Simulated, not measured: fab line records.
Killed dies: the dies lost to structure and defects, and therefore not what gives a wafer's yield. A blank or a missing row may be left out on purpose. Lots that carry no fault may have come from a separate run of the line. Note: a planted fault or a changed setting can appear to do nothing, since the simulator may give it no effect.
fab line records    flow sky130    part 1 of 2: steps 1 to 26 of 37
record lots=5  wafers=15  last-day=50
route steps=708 shown LDD_HVN@268 LDD_HVP@278 LDD_LDN@289 SPACER@304
lots that met no fault: from a run of the same line without faults
start-h: the number of hours between the record's first day and the start of the first shown wafer of the lot    wait-h: hours since the lot's step before    " as in the row above    L1.1+2: one row covering several wafers at once    - either no value or no given start    * or withheld: withheld    < > ~ a bound
route shown NAME@n: names a module that has steps shown in the file, with the first one's number in the route    usual: the fault-free wafers' mean and standard deviation    same: alike in all rows    chamber/n: place in a boat    sites: each site's reading    _std_site: standard deviation across them    _edge_site: inner sites' mean taken away from outer sites' mean    radius-mm: for every site, how far away it sits from the centre of the wafer    mask NAME#n: copy n    behind: the last tool/chamber to shape the wafer    hold: why the lot was held/for how many hours/how that ended    device: transistor that didn't switch, given as n, p or np    end of line: the tests these same wafers got at the end of their route    a step without rows: its recipe alone    killed: the dies lost at the first sort to structure and to defects; this is not the yield of the wafer    map: a wafer's dies, marking killed ones x, the rest . and places with no die _
set.NAME: setting as actually run; set.NAME@STEP: the setting as run at that earlier step    model.NAME: the simulator's own value behind a step, which no gauge read
lots at selected steps of the route; one table per step, one row per wafer
services: from which hour (start-h, from the record's first day; less than 0 if before it) a tool's chamber was out of use, for how many hours, and why
## steps
# step SKY_LDD_HVN_HMDS_01
# recipe prime-time-s=60  prime-temp-c=120
# usual exhaust-pa=44.9/1  prime-temp-c=120.02/0.15
lot.wafer  tool            chamber  start-h  wait-h  exhaust-pa  prime-temp-c
L086.3     litho-track-01  0        554.57   0.1     46.5        120.00
L086.4     "               0        "        "       45.1        120.06
L086.5     "               0        "        "       45.9        120.05
L092.1     litho-track-04  0        608.92   0.1     44.9        119.97
L092.3     "               0        "        "       46.3        119.91
L092.6     "               0        "        "       45.9        120.03
L093.2     litho-track-02  0        611.02   0.1     44.6        119.86
L093.5     "               0        "        "       45.1        120.02
L093.6     "               0        "        "       44.6        120.11
L094.1     litho-track-01  0        617.42   0.1     44.8        119.90
L094.2     "               0        "        "       44.3        120.06
L094.4     "               0        "        "       44.5        119.97
L096.2     litho-track-04  0        633.49   0.1     44.5        119.94
L096.4     "               0        "        "       43.8        119.91
L096.5     "               0        "        "       44.5        119.97
# step SKY_LDD_HVN_COAT_02
# recipe resist=NOVOLAK  spin-rpm=3000  resist-thk-nm=300
# usual exhaust-pa=44.8/1.1  spin-speed-rpm=3000.2/1.6
lot.wafer  tool            chamber  start-h  wait-h  exhaust-pa  spin-speed-rpm
L086.3     litho-track-01  0        554.72   0.1     47.0        2999.9
L086.4     "               0        "        "       45.7        3001.6
L086.5     "               0        "        "       46.5        2998.5
L092.1     litho-track-04  0        609.07   0.1     46.4        3001.9
L092.3     "               0        "        "       45.7        2998.7
L092.6     "               0        "        "       45.3        2998.9
L093.2     litho-track-02  0        611.17   0.1     43.4        2999.8
L093.5     "               0        "        "       44.4        3002.1
L093.6     "               0        "        "       44.2        3001.5
L094.1     litho-track-01  0        617.57   0.1     43.6        3002.0
L094.2     "               0        "        "       44.9        3000.2
L094.4     "               0        "        "       43.9        3001.1
L096.2     litho-track-04  0        633.64   0.1     45.8        3002.3
L096.4     "               0        "        "       45.8        3003.7
L096.5     "               0        "        "       46.8        3001.8
# step SKY_LDD_HVN_SOFTBAKE_03
# recipe temp-c=90  time-s=60  resist=NOVOLAK
# usual exhaust-pa=45.2/0.87
lot.wafer  tool            chamber  start-h  wait-h  exhaust-pa
L086.3     litho-track-01  0        554.87   0.1     45.8
L086.4     "               0        "        "       46.1
L086.5     "               0        "        "       46.4
L092.1     litho-track-04  0        609.22   0.1     45.3
L092.3     "               0        "        "       45.1
L092.6     "               0        "        "       45.0
L093.2     litho-track-02  0        611.32   0.1     44.1
L093.5     "               0        "        "       44.5
L093.6     "               0        "        "       44.1
L094.1     litho-track-01  0        617.72   0.1     44.9
L094.2     "               0        "        "       43.4
L094.4     "               0        "        "       43.1
L096.2     litho-track-04  0        633.79   0.1     43.9
L096.4     "               0        "        "       44.9
L096.5     "               0        "        "       45.6
# step SKY_LDD_HVN_EXPOSE_04
# recipe mask-id=HVNTM  na=0.6  source-shape=conventional  sigma-outer=0.6  polarization=unpolarized  target-cd-nm=700  dose-mj=127
lot.wafer   tool              chamber  start-h  wait-h  mask
L086.3+4+5  iline-stepper-02  0        -        -       HVNTM#0
L092.1+3+6  iline-stepper-02  0        -        -       HVNTM#0
L093.2+5+6  iline-stepper-02  0        -        -       HVNTM#0
L094.1+2+4  iline-stepper-02  0        -        -       HVNTM#0
L096.2+4+5  iline-stepper-01  0        -        -       HVNTM#0
# step SKY_LDD_HVN_PEB_05
# recipe temp-c=withheld  time-s=*  resist=NOVOLAK
# usual exhaust-pa=45.2/0.91
lot.wafer  tool            chamber  start-h  wait-h  exhaust-pa
L086.3     litho-track-02  0        -        -       45.7
L086.4     "               0        "        "       44.8
L086.5     "               0        "        "       44.9
L092.1     litho-track-02  0        -        -       44.7
L092.3     "               0        "        "       43.8
L092.6     "               0        "        "       45.3
L093.2     litho-track-01  0        -        -       45.4
L093.5     "               0        "        "       45.1
L093.6     "               0        "        "       45.2
L094.1     litho-track-02  0        -        -       44.5
L094.2     "               0        "        "       45.4
L094.4     "               0        "        "       42.6
L096.2     litho-track-04  0        -        -       44.0
L096.4     "               0        "        "       45.2
L096.5     "               0        "        "       44.6
# step SKY_LDD_HVN_DEVELOP_06
# recipe resist=NOVOLAK  developer=TMAH  develop-time-s=60  dev-temp-c=23
# usual exhaust-pa=44.9/0.98
lot.wafer  tool            chamber  start-h  wait-h  exhaust-pa
L086.3     litho-track-02  0        569.70   0.1     46.6
L086.4     "               0        "        "       45.5
L086.5     "               0        "        "       44.8
L092.1     litho-track-02  0        623.55   0.1     45.7
L092.3     "               0        "        "       45.3
L092.6     "               0        "        "       45.3
L093.2     litho-track-01  0        625.59   0.1     45.1
L093.5     "               0        "        "       44.4
L093.6     "               0        "        "       43.3
L094.1     litho-track-02  0        632.15   0.1     44.9
L094.2     "               0        "        "       44.9
L094.4     "               0        "        "       45.4
L096.2     litho-track-04  0        648.04   0.1     43.9
L096.4     "               0        "        "       44.4
L096.5     "               0        "        "       44.3
# step SKY_LDD_HVN_OVL_MEAS_07
# usual LDD_HVN_OVL=-0.1/1.3
lot.wafer  tool        chamber  start-h  wait-h  LDD_HVN_OVL[nm]
L086.3     overlay-01  -        569.81   0.1     -0.2
L086.4     "           -        "        "       0.4
L086.5     "           -        "        "       0.2
L092.1     overlay-01  -        623.70   0.1     0.1
L092.3     "           -        "        "       0.7
L092.6     "           -        "        "       3.0
L093.2     overlay-01  -        625.72   0.1     -0.2
L093.5     "           -        "        "       -2.0
L093.6     "           -        "        "       0.1
L094.1     overlay-02  -        632.30   0.1     -1.7
L094.2     "           -        "        "       -1.0
L094.4     "           -        "        "       -1.8
L096.2     overlay-01  -        648.17   0.1     3.0
L096.4     "           -        "        "       3.0
L096.5     "           -        "        "       2.1
# step SKY_LDD_HVN_IMPLANT_08
# recipe species=P  energy-kev=60  dose-cm2=3e+13  tilt-deg=40
lot.wafer   tool          chamber  start-h  wait-h
L086.3+4+5  implanter-01  0        569.88   0.1
L092.1+3+6  implanter-03  0        623.73   0.0
L093.2+5+6  implanter-03  0        625.78   0.0
L094.1+2+4  implanter-03  0        632.33   0.0
L096.2+4+5  implanter-02  0        648.23   0.0
# step SKY_LDD_HVN_STRIP_09
# recipe chemistry=O2/N2  power-w=1400  pressure-mtorr=1500  platen-temp-c=withheld  o2-flow-sccm=3000  n2-flow-sccm=300  overash-fraction=0.5
# usual chamber-pressure-mTorr=1499.9/1.3  drypump-motor-current-A=5.8/0.53  oes-product-au=0.409/0.0049  strip-time-to-endpoint-s=4.134/0.015
lot.wafer  tool             chamber  start-h  wait-h  chamber-pressure-mTorr  drypump-motor-current-A  oes-product-au  rf-hours-counter-h  strip-time-to-endpoint-s
L086.3     plasma-asher-03  0        570.02   0.1     1500.7                  6.0                      0.405           -                   4.148
L086.4     "                1        "        "       1499.4                  5.9                      0.410           -                   4.139
L086.5     "                0        "        "       1499.8                  6.0                      0.411           -                   4.144
L092.1     plasma-asher-01  0        623.88   0.1     1499.3                  4.9                      0.408           83                  4.129
L092.3     "                0        "        "       1499.6                  4.9                      0.410           -                   4.133
L092.6     "                1        "        "       1500.3                  6.1                      0.407           -                   4.139
L093.2     plasma-asher-04  1        625.90   0.1     1501.0                  5.2                      0.406           46                  4.144
L093.5     "                1        "        "       1499.2                  5.3                      0.396           -                   4.138
L093.6     "                0        "        "       1499.1                  6.6                      0.409           -                   4.151
L094.1     plasma-asher-04  0        632.48   0.1     1498.4                  6.6                      0.406           46                  4.105
L094.2     "                1        "        "       1500.0                  5.3                      0.406           46                  4.139
L094.4     "                0        "        "       1499.8                  6.6                      0.398           -                   4.132
L096.2     plasma-asher-01  1        648.35   0.1     1497.7                  6.1                      0.413           85                  4.145
L096.4     "                0        "        "       1501.9                  4.9                      0.420           -                   4.155
L096.5     "                1        "        "       1500.7                  6.1                      0.408           -                   4.141
# step SKY_LDD_HVN_TW_MEAS_10
# usual LDD_HVN_TW=1444/17
lot.wafer  tool           chamber  start-h  wait-h  LDD_HVN_TW
L086.3     film-metro-02  -        570.10   0.1     1416
L086.4     "              -        "        "       1419
L086.5     "              -        "        "       1417
L092.1     film-metro-01  -        623.98   0.1     1444
L092.3     "              -        "        "       1449
L092.6     "              -        "        "       1453
L093.2     film-metro-02  -        626.01   0.1     1419
L093.5     "              -        "        "       1420
L093.6     "              -        "        "       1432
L094.1     film-metro-04  -        632.58   0.1     1457
L094.2     "              -        "        "       1466
L094.4     "              -        "        "       1459
L096.2     film-metro-01  -        648.46   0.1     1448
L096.4     "              -        "        "       1443
L096.5     "              -        "        "       1445
# step SKY_LDD_HVP_DEHYDRATE_00
# recipe temp-c=200  time-s=60
# usual exhaust-pa=45.0/0.88
lot.wafer  tool            chamber  start-h  wait-h  exhaust-pa
L086.3     litho-track-03  0        584.45   14.3    45.2
L086.4     "               0        "        "       45.4
L086.5     "               0        "        "       45.7
L092.1     litho-track-04  0        637.87   13.9    45.3
L092.3     "               0        "        "       44.9
L092.6     "               0        "        "       44.8
L093.2     litho-track-01  0        639.79   13.8    44.4
L093.5     "               0        "        "       44.9
L093.6     "               0        "        "       43.8
L094.1     litho-track-01  0        647.07   14.5    44.4
L094.2     "               0        "        "       44.5
L094.4     "               0        "        "       43.1
L096.2     litho-track-03  0        662.98   14.5    46.8
L096.4     "               0        "        "       45.2
L096.5     "               0        "        "       46.4
# step SKY_LDD_HVP_HMDS_01
# recipe prime-time-s=60  prime-temp-c=120
# usual exhaust-pa=45.1/0.96  prime-temp-c=120.06/0.14
lot.wafer  tool            chamber  start-h  wait-h  exhaust-pa  prime-temp-c
L086.3     litho-track-03  0        584.60   0.1     45.1        119.98
L086.4     "               0        "        "       45.1        120.17
L086.5     "               0        "        "       46.0        120.21
L092.1     litho-track-04  0        638.02   0.1     46.0        119.89
L092.3     "               0        "        "       47.5        119.84
L092.6     "               0        "        "       47.3        119.90
L093.2     litho-track-01  0        639.94   0.1     45.8        120.17
L093.5     "               0        "        "       46.4        120.19
L093.6     "               0        "        "       45.9        119.99
L094.1     litho-track-01  0        647.22   0.1     44.2        119.75
L094.2     "               0        "        "       43.9        120.06
L094.4     "               0        "        "       44.2        119.98
L096.2     litho-track-03  0        663.13   0.1     43.7        120.21
L096.4     "               0        "        "       44.2        120.14
L096.5     "               0        "        "       46.1        120.17
# step SKY_LDD_HVP_COAT_02
# recipe resist=NOVOLAK  spin-rpm=3000  resist-thk-nm=300
# usual exhaust-pa=44.6/0.81  spin-speed-rpm=2999.9/1.9
lot.wafer  tool            chamber  start-h  wait-h  exhaust-pa  spin-speed-rpm
L086.3     litho-track-03  0        584.75   0.1     45.3        2999.1
L086.4     "               0        "        "       44.9        3003.2
L086.5     "               0        "        "       45.5        3004.2
L092.1     litho-track-04  0        638.17   0.1     45.5        2999.0
L092.3     "               0        "        "       44.6        3002.1
L092.6     "               0        "        "       45.0        3001.1
L093.2     litho-track-01  0        640.09   0.1     45.3        3001.5
L093.5     "               0        "        "       45.0        2997.1
L093.6     "               0        "        "       44.2        3000.3
L094.1     litho-track-01  0        647.37   0.1     44.3        3001.8
L094.2     "               0        "        "       43.8        2999.4
L094.4     "               0        "        "       44.7        3001.9
L096.2     litho-track-03  0        663.28   0.1     45.2        3001.3
L096.4     "               0        "        "       45.0        2998.9
L096.5     "               0        "        "       45.3        3001.3
# step SKY_LDD_HVP_SOFTBAKE_03
# recipe temp-c=90  time-s=60  resist=NOVOLAK
# usual exhaust-pa=45.0/0.87
lot.wafer  tool            chamber  start-h  wait-h  exhaust-pa
L086.3     litho-track-03  0        584.90   0.1     44.7
L086.4     "               0        "        "       44.3
L086.5     "               0        "        "       44.1
L092.1     litho-track-04  0        638.32   0.1     45.5
L092.3     "               0        "        "       44.4
L092.6     "               0        "        "       44.9
L093.2     litho-track-01  0        640.24   0.1     47.1
L093.5     "               0        "        "       44.9
L093.6     "               0        "        "       45.2
L094.1     litho-track-01  0        647.52   0.1     44.3
L094.2     "               0        "        "       45.1
L094.4     "               0        "        "       44.6
L096.2     litho-track-03  0        663.43   0.1     46.3
L096.4     "               0        "        "       45.9
L096.5     "               0        "        "       45.2
# step SKY_LDD_HVP_EXPOSE_04
# recipe mask-id=HVPTM  na=0.6  source-shape=conventional  sigma-outer=0.6  polarization=unpolarized  target-cd-nm=700  dose-mj=86
lot.wafer   tool              chamber  start-h  wait-h  mask
L086.3+4+5  iline-stepper-02  0        -        -       HVPTM#0
L092.1+3+6  iline-stepper-01  0        -        -       HVPTM#0
L093.2+5+6  iline-stepper-01  0        -        -       HVPTM#0
L094.1+2+4  iline-stepper-02  0        -        -       HVPTM#0
L096.2+4+5  iline-stepper-02  0        -        -       HVPTM#0
# step SKY_LDD_HVP_PEB_05
# recipe temp-c=withheld  time-s=*  resist=NOVOLAK
# usual exhaust-pa=44.9/0.87
lot.wafer  tool            chamber  start-h  wait-h  exhaust-pa
L086.3     litho-track-04  0        -        -       44.6
L086.4     "               0        "        "       45.7
L086.5     "               0        "        "       43.9
L092.1     litho-track-04  0        -        -       44.1
L092.3     "               0        "        "       44.0
L092.6     "               0        "        "       43.8
L093.2     litho-track-01  0        -        -       45.9
L093.5     "               0        "        "       43.6
L093.6     "               0        "        "       43.7
L094.1     litho-track-04  0        -        -       45.7
L094.2     "               0        "        "       44.6
L094.4     "               0        "        "       44.2
L096.2     litho-track-03  0        -        -       46.0
L096.4     "               0        "        "       45.5
L096.5     "               0        "        "       45.6
# step SKY_LDD_HVP_DEVELOP_06
# recipe resist=NOVOLAK  developer=TMAH  develop-time-s=60  dev-temp-c=23
# usual exhaust-pa=45.0/0.82
lot.wafer  tool            chamber  start-h  wait-h  exhaust-pa
L086.3     litho-track-04  0        599.12   0.1     45.8
L086.4     "               0        "        "       46.2
L086.5     "               0        "        "       45.7
L092.1     litho-track-04  0        652.52   0.1     44.7
L092.3     "               0        "        "       44.3
L092.6     "               0        "        "       44.2
L093.2     litho-track-01  0        654.74   0.1     45.6
L093.5     "               0        "        "       45.6
L093.6     "               0        "        "       46.3
L094.1     litho-track-04  0        661.92   0.1     43.8
L094.2     "               0        "        "       44.7
L094.4     "               0        "        "       45.6
L096.2     litho-track-03  0        677.53   0.1     46.1
L096.4     "               0        "        "       46.3
L096.5     "               0        "        "       45.0
# step SKY_LDD_HVP_OVL_MEAS_07
# usual LDD_HVP_OVL=0.1/1.5
lot.wafer  tool        chamber  start-h  wait-h  LDD_HVP_OVL[nm]
L086.3     overlay-02  -        599.23   0.1     -0.2
L086.4     "           -        "        "       -0.6
L086.5     "           -        "        "       -1.6
L092.1     overlay-02  -        652.67   0.1     -1.3
L092.3     "           -        "        "       1.6
L092.6     "           -        "        "       0.5
L093.2     overlay-01  -        654.87   0.1     -0.5
L093.5     "           -        "        "       0.7
L093.6     "           -        "        "       0.6
L094.1     overlay-01  -        662.07   0.1     1.4
L094.2     "           -        "        "       1.4
L094.4     "           -        "        "       -1.7
L096.2     overlay-02  -        677.66   0.1     -1.0
L096.4     "           -        "        "       -1.1
L096.5     "           -        "        "       0.6
# step SKY_LDD_HVP_IMPLANT_08
# recipe species=B  energy-kev=20  dose-cm2=1.7e+13  tilt-deg=17.9
lot.wafer   tool          chamber  start-h  wait-h
L086.3+4+5  implanter-04  0        599.30   0.1
L092.1+3+6  implanter-03  0        652.70   0.0
L093.2+5+6  implanter-02  0        654.93   0.0
L094.1+2+4  implanter-04  0        662.11   0.0
L096.2+4+5  implanter-02  0        677.71   0.0
# step SKY_LDD_HVP_STRIP_09
# recipe chemistry=O2/N2  power-w=1400  pressure-mtorr=1500  platen-temp-c=withheld  o2-flow-sccm=3000  n2-flow-sccm=300  overash-fraction=0.5
# usual chamber-pressure-mTorr=1500.0/1.4  drypump-motor-current-A=5.7/0.54  oes-product-au=0.408/0.005  strip-time-to-endpoint-s=4.136/0.016
lot.wafer  tool             chamber  start-h  wait-h  chamber-pressure-mTorr  drypump-motor-current-A  oes-product-au  rf-hours-counter-h  strip-time-to-endpoint-s
L086.3     plasma-asher-02  0        599.44   0.1     1499.9                  4.9                      0.416           -                   4.153
L086.4     "                1        "        "       1499.9                  5.5                      0.404           -                   4.149
L086.5     "                1        "        "       1498.0                  5.6                      0.407           -                   4.146
L092.1     plasma-asher-04  0        652.85   0.1     1503.4                  6.6                      0.409           48                  4.125
L092.3     "                0        "        "       1500.2                  6.6                      0.413           -                   4.143
L092.6     "                0        "        "       1499.3                  6.6                      0.415           -                   4.125
L093.2     plasma-asher-04  0        655.05   0.1     1501.2                  6.6                      0.416           48                  4.157
L093.5     "                0        "        "       1499.6                  6.6                      0.408           -                   4.165
L093.6     "                1        "        "       1499.9                  5.3                      0.410           -                   4.170
L094.1     plasma-asher-02  1        662.26   0.1     1500.8                  5.5                      0.405           24                  4.149
L094.2     "                0        "        "       1502.4                  4.9                      0.411           24                  4.132
L094.4     "                0        "        "       1500.3                  4.9                      0.407           -                   4.148
L096.2     plasma-asher-03  0        677.84   0.1     1500.5                  6.0                      0.411           100                 4.146
L096.4     "                0        "        "       1500.1                  6.1                      0.407           -                   4.101
L096.5     "                0        "        "       1502.1                  6.0                      0.414           -                   4.106
# step SKY_LDD_HVP_TW_MEAS_10
# usual LDD_HVP_TW=460/3.7
lot.wafer  tool           chamber  start-h  wait-h  LDD_HVP_TW
L086.3     film-metro-04  -        599.52   0.1     465
L086.4     "              -        "        "       463
L086.5     "              -        "        "       462
L092.1     film-metro-04  -        652.95   0.1     462
L092.3     "              -        "        "       464
L092.6     "              -        "        "       465
L093.2     film-metro-04  -        655.16   0.1     461
L093.5     "              -        "        "       466
L093.6     "              -        "        "       464
L094.1     film-metro-03  -        662.36   0.1     453
L094.2     "              -        "        "       457
L094.4     "              -        "        "       455
L096.2     film-metro-03  -        677.95   0.1     455
L096.4     "              -        "        "       456
L096.5     "              -        "        "       456
# step SKY_LDD_LDN_DEHYDRATE_00
# recipe temp-c=200  time-s=60
# usual exhaust-pa=45.1/0.92
lot.wafer  tool            chamber  start-h  wait-h  exhaust-pa
L086.3     litho-track-02  0        613.60   14.1    43.9
L086.4     "               0        "        "       43.5
L086.5     "               0        "        "       43.6
L092.1     litho-track-03  0        667.05   14.1    46.0
L092.3     "               0        "        "       45.8
L092.6     "               0        "        "       45.5
L093.2     litho-track-01  0        668.79   13.6    45.1
L093.5     "               0        "        "       44.5
L093.6     "               0        "        "       45.8
L094.1     litho-track-03  0        676.15   13.8    46.6
L094.2     "               0        "        "       44.5
L094.4     "               0        "        "       45.9
L096.2     litho-track-01  0        691.64   13.7    44.5
L096.4     "               0        "        "       44.9
L096.5     "               0        "        "       44.5
# step SKY_LDD_LDN_HMDS_01
# recipe prime-time-s=60  prime-temp-c=120
# usual exhaust-pa=44.9/0.97  prime-temp-c=119.99/0.14
lot.wafer  tool            chamber  start-h  wait-h  exhaust-pa  prime-temp-c
L086.3     litho-track-02  0        613.75   0.1     44.3        119.99
L086.4     "               0        "        "       44.7        120.12
L086.5     "               0        "        "       44.7        120.15
L092.1     litho-track-03  0        667.20   0.1     44.8        119.96
L092.3     "               0        "        "       46.4        120.02
L092.6     "               0        "        "       43.2        119.87
L093.2     litho-track-01  0        668.94   0.1     44.6        119.98
L093.5     "               0        "        "       45.7        120.18
L093.6     "               0        "        "       44.7        119.98
L094.1     litho-track-03  0        676.30   0.1     43.9        119.93
L094.2     "               0        "        "       44.6        120.35
L094.4     "               0        "        "       44.9        119.86
L096.2     litho-track-01  0        691.79   0.1     44.7        120.11
L096.4     "               0        "        "       43.9        119.96
L096.5     "               0        "        "       43.8        120.06
# step SKY_LDD_LDN_COAT_02
# recipe resist=NOVOLAK  spin-rpm=3000  resist-thk-nm=1140
# usual exhaust-pa=44.9/0.89  spin-speed-rpm=2999.8/1.9
lot.wafer  tool            chamber  start-h  wait-h  exhaust-pa  spin-speed-rpm
L086.3     litho-track-02  0        613.90   0.1     42.5        2996.8
L086.4     "               0        "        "       42.8        3002.4
L086.5     "               0        "        "       43.9        3002.8
L092.1     litho-track-03  0        667.35   0.1     44.8        2999.5
L092.3     "               0        "        "       44.3        3000.8
L092.6     "               0        "        "       44.7        2996.0
L093.2     litho-track-01  0        669.09   0.1     45.0        3001.6
L093.5     "               0        "        "       45.5        2999.9
L093.6     "               0        "        "       46.0        3000.3
L094.1     litho-track-03  0        676.45   0.1     45.8        2999.4
L094.2     "               0        "        "       44.8        2999.2
L094.4     "               0        "        "       44.7        3000.2
L096.2     litho-track-01  0        691.94   0.1     43.9        2998.2
L096.4     "               0        "        "       44.3        2999.8
L096.5     "               0        "        "       43.5        2998.9
# step SKY_LDD_LDN_SOFTBAKE_03
# recipe temp-c=90  time-s=60  resist=NOVOLAK
# usual exhaust-pa=44.7/0.8
lot.wafer  tool            chamber  start-h  wait-h  exhaust-pa
L086.3     litho-track-02  0        614.05   0.1     45.5
L086.4     "               0        "        "       45.7
L086.5     "               0        "        "       44.7
L092.1     litho-track-03  0        667.50   0.1     43.9
L092.3     "               0        "        "       44.2
L092.6     "               0        "        "       45.8
L093.2     litho-track-01  0        669.24   0.1     45.2
L093.5     "               0        "        "       45.9
L093.6     "               0        "        "       44.5
L094.1     litho-track-03  0        676.60   0.1     44.2
L094.2     "               0        "        "       43.2
L094.4     "               0        "        "       42.3
L096.2     litho-track-01  0        692.09   0.1     44.5
L096.4     "               0        "        "       44.5
L096.5     "               0        "        "       44.2
# step SKY_LDD_LDN_EXPOSE_04
# recipe mask-id=LDNTM  na=0.6  source-shape=conventional  sigma-outer=0.6  polarization=unpolarized  target-cd-nm=700  dose-mj=140
lot.wafer   tool              chamber  start-h  wait-h  mask
L086.3+4+5  iline-stepper-02  0        -        -       LDNTM#0
L092.1+3+6  iline-stepper-01  0        -        -       LDNTM#0
L093.2+5+6  iline-stepper-01  0        -        -       LDNTM#0
L094.1+2+4  iline-stepper-01  0        -        -       LDNTM#0
L096.2+4+5  iline-stepper-01  0        -        -       LDNTM#0
